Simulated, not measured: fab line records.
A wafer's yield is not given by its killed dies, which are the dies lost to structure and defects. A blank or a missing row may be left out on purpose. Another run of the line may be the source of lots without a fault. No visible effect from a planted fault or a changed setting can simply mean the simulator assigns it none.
A lot that was struck, set against a sound lot -- flow sky130 -- 15 steps out of a route of 708
Sound: the wafers L812.1, L812.3, L812.4. The struck wafers were L809.2, L809.4, L809.6. The cause comes at the end.
Each step with rows lists, per side, the tool, then ch with its chambers, then its first start. Under that, the readings that differ: sound wafers -- struck wafers -- difference of the means -- sigmas: that difference in standard deviations of wafers without a fault.
alike: readings with means less than 2 such deviations apart, plus words and numbers identical on both sides. not compared: withheld readings, readings lacking a value on some wafer, bounds such as >300 that could conceal the same value, and numbers that have no deviation in the record and whose values overlap.
A row with sigmas, a row that says differs or no value, or rows on one side alone: a step with any of these is where the two part. Numbers that have no deviation but don't overlap get no sigmas and don't part them. A reading missing from all wafers of one side parts the sides only when that side holds two or more wafers.

SKY_VT_ADJUST_LVTN_OVL_MEAS_07:
  struck on overlay-02, day 8 05:10; sound on overlay-01, day 8 19:45
  alike: VT_ADJUST_LVTN_OVL
after that, 1 step had no rows for these wafers: SKY_VT_ADJUST_LVTN_IMPLANT_08.
SKY_VT_ADJUST_LVTN_STRIP_09: strips in O2/N2.
  sound on plasma_asher-03 ch 0,1, day 8 19:56; struck on plasma_asher-04 ch 0,1, day 8 05:20
  alike: drypump_motor_current_A, oes_product_au, strip_time_to_endpoint_s
  not compared: rf_hours_counter_h
SKY_VT_ADJUST_LVTN_TW_MEAS_10:
  struck on film_metro-01, day 8 05:27; sound on film_metro-01, day 8 20:02
  alike: VT_ADJUST_LVTN_TW
then, 7 steps without rows for these wafers: SKY_VT_ADJUST_LVTN_DEHYDRATE_11 (time 60 s); SKY_VT_ADJUST_LVTN_HMDS_12 (prime time 60 s); SKY_VT_ADJUST_LVTN_COAT_13 (resist thk 1140 nm); SKY_VT_ADJUST_LVTN_SOFTBAKE_14 (time 60 s); SKY_VT_ADJUST_LVTN_EXPOSE_15 (exposes mask HVN STD DERIVED, target cd 600 nm); SKY_VT_ADJUST_LVTN_PEB_16; SKY_VT_ADJUST_LVTN_DEVELOP_17 (develop time 60 s).
SKY_VT_ADJUST_LVTN_OVL_MEAS_18:
  struck on overlay-02, day 9 01:46; sound on overlay-02, day 9 16:17
  alike: VT_ADJUST_LVTN_01_OVL
SKY_VT_ADJUST_LVTN_IMPLANT_19:
  struck on implanter-02, day 9 01:49; sound on implanter-04 ch 0, day 9 16:20
  no value came back on the struck wafers for beam_energy_keV, beam_on_s (s), implant_ion_amu; on the sound wafers beam_energy_keV reads 30.010 29.999 30.011
SKY_VT_ADJUST_LVTN_STRIP_20: strips in O2/N2.
  sound on plasma_asher-04 ch 0,1, day 9 16:29; struck on plasma_asher-04 ch 0, day 9 01:56
  alike: drypump_motor_current_A, oes_product_au, strip_time_to_endpoint_s
  not compared: rf_hours_counter_h
SKY_VT_ADJUST_LVTN_TW_MEAS_21:
  struck on film_metro-01, day 9 02:03; sound on film_metro-04, day 9 16:35
reading,sound,struck,difference,sigmas
VT_ADJUST_LVTN_2_TW,189.7 189.1 188.5,30.1 30.0 29.9,-159.1,-99 or more

== WHERE THEY PART ==
At SKY_VT_ADJUST_LVTN_IMPLANT_19 first; at SKY_VT_ADJUST_LVTN_TW_MEAS_21 last (within this record only).

WHY: what the simulator had put in
At SKY_VT_ADJUST_LVTN_IMPLANT_19, the step was skipped entirely on implanter-02 from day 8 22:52 on. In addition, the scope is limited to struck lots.
